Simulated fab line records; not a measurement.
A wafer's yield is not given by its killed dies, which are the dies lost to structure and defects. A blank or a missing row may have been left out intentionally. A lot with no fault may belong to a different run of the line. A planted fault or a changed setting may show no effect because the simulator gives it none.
Which tool was responsible? :: flow sky130 :: 14 lots with 42 wafers sampled at 4 steps, on a route of 708 steps

WHAT EACH GAUGE READ, for each wafer
SKY_CAPM_OVL_MEAS_12.
lot: L573
measured: day 37 11:39
on: overlay-01
CAPM_OVL (nm): -0.2 -0.4 -0.4

lot: L574
measured: day 37 14:01
on: overlay-02
CAPM_OVL (nm): 1.1 0.0 -0.8

lot: L575
measured: day 38 05:15
on: overlay-01
CAPM_OVL (nm): 0.3 0.6 0.4

lot: L577
measured: day 38 19:06
on: overlay-01
CAPM_OVL (nm): -0.7 -0.2 -0.9

lot: L578
measured: day 38 20:36
on: overlay-02
CAPM_OVL (nm): 0.4 -0.4 0.8

lot: L580
measured: day 39 18:45
on: overlay-02
CAPM_OVL (nm): 1.7 3.0 1.2

lot: L581
measured: day 39 23:08
on: overlay-01
CAPM_OVL (nm): -0.5 0.4 0.9

lot: L582
measured: day 40 06:05
on: overlay-02
CAPM_OVL (nm): 1.1 1.3 1.2

lot: L583
measured: day 40 12:00
on: overlay-01
CAPM_OVL (nm): 0.0 1.0 -0.5

lot: L592
measured: day 43 04:19
on: overlay-01
CAPM_OVL (nm): 0.6 1.1 1.6

lot: L593
measured: day 43 10:42
on: overlay-02
CAPM_OVL (nm): 1.6 2.3 2.8

lot: L594
measured: day 43 18:00
on: overlay-02
CAPM_OVL (nm): 0.4 2.2 -0.3

lot: L595
measured: day 44 00:47
on: overlay-02
CAPM_OVL (nm): 1.5 2.4 1.5

lot: L596
measured: day 44 10:00
on: overlay-01
CAPM_OVL (nm): 1.0 1.1 0.1

SKY_VIA3_CD_MEAS_12: target cd 200 nm.
lot: L573
measured: day 39 16:35
on: cd sem-02
cd nm (nm): 200.9 201.6 201.3

lot: L574
measured: day 39 17:53
on: cd sem-01
cd nm (nm): 199.6 200.7 201.2

lot: L575
measured: day 40 11:13
on: cd sem-01
cd nm (nm): 203.5 203.4 202.3

lot: L577
measured: day 40 22:04
on: cd sem-01
cd nm (nm): 199.1 200.9 201.4

lot: L578
measured: day 40 23:16
on: cd sem-01
cd nm (nm): 199.4 200.0 200.9

lot: L580
measured: day 41 21:02
on: cd sem-02
cd nm (nm): 202.8 203.2 202.3

lot: L581
measured: day 42 00:47
on: cd sem-02
cd nm (nm): 200.0 200.4 199.1

lot: L582
measured: day 42 08:54
on: cd sem-02
cd nm (nm): 201.8 202.8 201.6

lot: L583
measured: day 42 13:08
on: cd sem-02
cd nm (nm): 199.1 198.6 199.8

lot: L592
measured: day 45 03:24
on: cd sem-01
cd nm (nm): 176.8 195.6 176.8

lot: L593
measured: day 45 09:20
on: cd sem-01
cd nm (nm): 197.6 178.4 198.4

lot: L594
measured: day 45 16:25
on: cd sem-01
cd nm (nm): 197.9 198.4 198.9

lot: L595
measured: day 45 22:54
on: cd sem-01
cd nm (nm): 200.0 199.7 199.2

lot: L596
measured: day 46 06:53
on: cd sem-02
cd nm (nm): 198.5 199.7 198.6

EACH LOT AND THE TOOL THAT RAN IT (in order: tool; ch and the chambers of the sampled wafers; start)
lot: L573
SKY_METAL3_ETCH_16: rie metal-01 ch 0,1, day 38 14:14
SKY_VIA3_EXPOSE_09: krf scanner-01 ch 0, day 39 04:18

lot: L574
SKY_METAL3_ETCH_16: rie metal-03 ch 0,1, day 38 15:52
SKY_VIA3_EXPOSE_09: krf scanner-02 ch 0, day 39 06:01

lot: L575
SKY_METAL3_ETCH_16: rie metal-03 ch 0,1, day 39 07:30
SKY_VIA3_EXPOSE_09: krf scanner-02 ch 0, day 39 23:07

lot: L577
SKY_METAL3_ETCH_16: rie metal-03 ch 0, day 39 20:52
SKY_VIA3_EXPOSE_09: krf scanner-02 ch 0, day 40 10:07

lot: L578
SKY_METAL3_ETCH_16: rie metal-03 ch 0,1, day 39 21:49
SKY_VIA3_EXPOSE_09: krf scanner-02 ch 0, day 40 11:43

lot: L580
SKY_METAL3_ETCH_16: rie metal-04 ch 0,1, day 40 19:56
SKY_VIA3_EXPOSE_09: krf scanner-02 ch 0, day 41 09:36

lot: L581
SKY_METAL3_ETCH_16: rie metal-01 ch 0,1, day 40 23:59
SKY_VIA3_EXPOSE_09: krf scanner-02 ch 0, day 41 13:56

lot: L582
SKY_METAL3_ETCH_16: rie metal-03 ch 1, day 41 07:11
SKY_VIA3_EXPOSE_09: krf scanner-02 ch 0, day 41 20:59

lot: L583
SKY_METAL3_ETCH_16: rie metal-01 ch 0,1, day 41 12:22
SKY_VIA3_EXPOSE_09: krf scanner-02 ch 0, day 42 01:17

lot: L592
SKY_METAL3_ETCH_16: rie metal-04 ch 0,1, day 44 04:02
SKY_VIA3_EXPOSE_09: krf scanner-02 ch 0, day 44 17:21

lot: L593
SKY_METAL3_ETCH_16: rie metal-01 ch 0,1, day 44 10:29
SKY_VIA3_EXPOSE_09: krf scanner-02 ch 0, day 44 22:59

lot: L594
SKY_METAL3_ETCH_16: rie metal-01 ch 0,1, day 44 17:25
SKY_VIA3_EXPOSE_09: krf scanner-01 ch 0, day 45 05:40

lot: L595
SKY_METAL3_ETCH_16: rie metal-03 ch 0,1, day 45 00:26
SKY_VIA3_EXPOSE_09: krf scanner-01 ch 0, day 45 13:06

lot: L596
SKY_METAL3_ETCH_16: rie metal-01 ch 1, day 45 08:38
SKY_VIA3_EXPOSE_09: krf scanner-01 ch 0, day 45 20:53
- SKY_METAL3_ETCH_16: etches BARC in N2/H2, stops on SiO2, time 88.2 s, target depth 60 nm.
- SKY_VIA3_EXPOSE_09: exposes mask VIM3, target cd 200 nm.

WHAT THE TOOLS THEMSELVES READ (means of the sampled wafers that have a number; where no wafer has one, the mark that the record gives instead)
SKY_METAL3_ETCH_16.
lot: L573
tool: rie metal-01
bias w (W): 100.2
chamber pressure mTorr (mTorr): 29.987
drypump motor current A (A): 5.68
oes product au (a.u.): 0.625
throttle valve pct (%): 13.208

lot: L574
tool: rie metal-03
bias w (W): 100.4
chamber pressure mTorr (mTorr): 29.978
drypump motor current A (A): 5.84
oes product au (a.u.): 0.625
throttle valve pct (%): 13.204

lot: L575
tool: rie metal-03
bias w (W): 100.1
chamber pressure mTorr (mTorr): 30.011
drypump motor current A (A): 5.81
oes product au (a.u.): 0.626
throttle valve pct (%): 13.209

lot: L577
tool: rie metal-03
bias w (W): 99.7
chamber pressure mTorr (mTorr): 30.001
drypump motor current A (A): 5.82
oes product au (a.u.): 0.624
throttle valve pct (%): 13.204

lot: L578
tool: rie metal-03
bias w (W): 99.8
chamber pressure mTorr (mTorr): 29.979
drypump motor current A (A): 5.83
oes product au (a.u.): 0.618
throttle valve pct (%): 13.205

lot: L580
tool: rie metal-04
bias w (W): 100.2
chamber pressure mTorr (mTorr): 30.025
drypump motor current A (A): 5.70
oes product au (a.u.): 0.629
throttle valve pct (%): 13.204

lot: L581
tool: rie metal-01
bias w (W): 100.1
chamber pressure mTorr (mTorr): 30.042
drypump motor current A (A): 5.67
oes product au (a.u.): 0.629
throttle valve pct (%): 13.201

lot: L582
tool: rie metal-03
bias w (W): 100.1
chamber pressure mTorr (mTorr): 30.012
drypump motor current A (A): 5.80
oes product au (a.u.): 0.619
throttle valve pct (%): 13.203

lot: L583
tool: rie metal-01
bias w (W): 100.2
chamber pressure mTorr (mTorr): 30.017
drypump motor current A (A): 5.68
oes product au (a.u.): 0.627
throttle valve pct (%): 13.199

lot: L592
tool: rie metal-04
bias w (W): 100.1
chamber pressure mTorr (mTorr): 29.994
drypump motor current A (A): 5.73
oes product au (a.u.): 0.626
throttle valve pct (%): 13.203

lot: L593
tool: rie metal-01
bias w (W): 100.0
chamber pressure mTorr (mTorr): 30.007
drypump motor current A (A): 5.78
oes product au (a.u.): 0.629
throttle valve pct (%): 13.210

lot: L594
tool: rie metal-01
bias w (W): 99.7
chamber pressure mTorr (mTorr): 29.990
drypump motor current A (A): 5.79
oes product au (a.u.): 0.626
throttle valve pct (%): 13.206

lot: L595
tool: rie metal-03
bias w (W): 99.7
chamber pressure mTorr (mTorr): 30.023
drypump motor current A (A): 5.84
oes product au (a.u.): 0.621
throttle valve pct (%): 13.204

lot: L596
tool: rie metal-01
bias w (W): 99.9
chamber pressure mTorr (mTorr): 30.016
drypump motor current A (A): 5.56
oes product au (a.u.): 0.633
throttle valve pct (%): 13.208

THE ANSWER, worked out from the rows above alone
Rule: the lots themselves supply what counts as usual. Put in order of their means at a reading, lots are off if they are a third of the lots or fewer, leave a main group of 4 or more, and stand apart from it by a gap of 3 or more times the standard deviation of the main group's means; of several such gaps the widest counts. The tables above print the reading to a certain number of digits; a main group whose means all agree to those digits is not used. Also off: a lot with no number at a reading for which 4 or more lots have one. The other lots that the step has rows for count as sound. Order of review: gauges by route order, followed by the tools' own readings, for which a lot's mean as printed above is used. At the first step where some lot is off, the reading lying furthest off is the one used; lots without a number count as furthest.
Off at SKY_VIA3_CD_MEAS_12 (cd nm): L592, L593. The main group has a mean of 200.5 nm with a standard deviation of 1.4.
If a tool, at a process step before that reading, ran all the lots that are off and no sound lot after the first of them, it fits. Those tools and the gauges at SKY_VIA3_CD_MEAS_12 are tried in the same way. One candidate fits, namely krf scanner-02 at SKY_VIA3_EXPOSE_09. A fault onset in the window from L583 (day 42 01:17, its last sound lot) to L592 (day 44 17:21, its first lot off) fits.

WHAT WAS PUT IN BY THE SIMULATOR
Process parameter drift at SKY_VIA3_EXPOSE_09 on krf scanner-02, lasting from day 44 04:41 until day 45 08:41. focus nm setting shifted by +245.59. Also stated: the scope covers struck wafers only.
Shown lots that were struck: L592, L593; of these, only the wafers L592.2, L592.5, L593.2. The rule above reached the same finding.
